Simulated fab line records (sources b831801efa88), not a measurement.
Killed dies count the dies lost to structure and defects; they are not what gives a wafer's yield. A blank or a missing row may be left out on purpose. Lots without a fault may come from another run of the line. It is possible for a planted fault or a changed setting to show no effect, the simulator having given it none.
Matching of chambers + flow sky130 + 4 sister chambers for SKY_VIA4_CMP_21 on cmp-02
The step polishes, stops on SiO2, t overpolish 25 s, target thk 0 nm. 8 wafers are shown with their chamber, then 7 later ones without.

== WAFERS PAIRED WITH THEIR CHAMBERS ==
| wafer  | chamber | motorCurrentA (A) | timeToEndpointS (s) |
|--------|---------|-------------------|---------------------|
| L213.1 | 3       | 10.1              | 116                 |
| L213.2 | 2       | 10.4              | 126                 |
| L214.3 | 1       | 11.8              | 128                 |
| L214.6 | 1       | 11.0              | 131                 |
| L215.1 | 0       | 12.3              | 123                 |
| L215.2 | 2       | 10.7              | 124                 |
| L215.5 | 3       | 9.6               | 119                 |
| L217.1 | 0       | 13.1              | 119                 |

== WAFERS WITHOUT THEIR CHAMBER ==
| wafer  | motorCurrentA (A) | timeToEndpointS (s) |
|--------|-------------------|---------------------|
| L217.3 | 9.8               | 116                 |
| L231.1 | 10.4              | 122                 |
| L231.3 | 12.5              | 120                 |
| L231.4 | 11.7              | 130                 |
| L233.2 | 10.5              | 123                 |
| L233.3 | 11.4              | 126                 |
| L233.5 | 10.1              | 112                 |

== THE CHAMBER EACH PASSED THROUGH ==
| wafer  | from the rows above     | in truth |
|--------|-------------------------|----------|
| L217.3 | 3                       | 3        |
| L231.1 | can't be placed: 2 or 3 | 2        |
| L231.3 | 0                       | 0        |
| L231.4 | 1                       | 1        |
| L233.2 | can't be placed: 2 or 3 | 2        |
| L233.3 | can't be placed: 1 or 2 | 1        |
| L233.5 | 3                       | 3        |
4 of 7 placed correctly. Unplaceable from these rows: 3, with the true chamber sitting among the candidates in 3. 0 placed wrongly.
How it was worked out, from the rows above alone: a wafer's distance from a chamber is the root of the sum, over the readings, of the square of ((its reading less the chamber's mean) divided by the reading's scatter). If the next closest chamber is less than 2 further off than the closest, the wafer can't be placed; otherwise it belongs to the closest. The mean given for a chamber averages the wafers shown for that chamber. The scatter is the square root of a quotient: the sum, over the shown wafers, of each reading's squared deviation from its chamber's mean, divided by wafers minus chambers.
